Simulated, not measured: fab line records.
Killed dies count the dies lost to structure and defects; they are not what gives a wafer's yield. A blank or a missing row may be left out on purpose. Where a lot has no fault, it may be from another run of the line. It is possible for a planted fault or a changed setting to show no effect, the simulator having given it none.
Which tool did it? ; flow gf180mcu ; 36 wafers from 12 lots sampled at 2 of the route's 602 steps

WHAT EACH GAUGE READ, for each wafer
GF_M2_THK_MEAS_06: measures by xrf.
lot;measured;on;M2_ALCU_THK (nm)
L075;day 18 13:50;filmMetro-02;459 462 460
L077;day 19 07:34;filmMetro-01;451 464 445
L079;day 20 11:10;filmMetro-02;462 464 467
L081;day 21 02:56;filmMetro-01;463 466 459
L083;day 21 19:50;filmMetro-02;460 466 466
L085;day 22 07:10;filmMetro-02;468 462 469
L087;day 23 04:40;filmMetro-02;460 464 467
L089;day 23 18:18;filmMetro-04;456 458 453
L091;day 24 08:43;filmMetro-04;463 453 445
L093;day 25 00:53;filmMetro-01;451 454 446
L095;day 25 14:53;filmMetro-04;468 464 462
L097;day 26 06:21;filmMetro-04;467 466 466

WHICH TOOL RAN EACH LOT (tool, then ch and the chambers of the sampled wafers, then the start)
lot;GF_M1_SPUTTER_03
L075;pvdSputter-02, day 16 14:54
L077;pvdSputter-02, day 17 05:23
L079;pvdSputter-03, day 18 08:01
L081;pvdSputter-02, day 18 22:45
L083;pvdSputter-02, day 19 15:39
L085;pvdSputter-01, day 20 03:17
L087;pvdSputter-01, day 21 02:04
L089;pvdSputter-01, day 21 16:13
L091;pvdSputter-02, day 22 07:34
L093;pvdSputter-02, day 23 00:36
L095;pvdSputter-03, day 23 14:47
L097;pvdSputter-02, day 24 08:22
- GF_M1_SPUTTER_03: material Ti, target thk 10 nm, time 6.7 s.

THE ANSWER, worked out from the rows above alone
Rule: the lots themselves supply what counts as usual. Put in order of their means at a reading, lots are off if they are a third of the lots or fewer, leave a main group of 4 or more, and stand apart from it by a gap of 3 or more times the standard deviation of the main group's means; of several such gaps the widest counts. If all means in a main group match to the digits the tables above print for the reading, that group is not used. A lot without any number at a reading at which 4 lots or more have one is off too. Where the step has rows for the other lots, those lots are counted as sound.
No lot is off at any reading shown: from this, nothing can be told.

WHAT THE SIMULATOR HAD INSERTED
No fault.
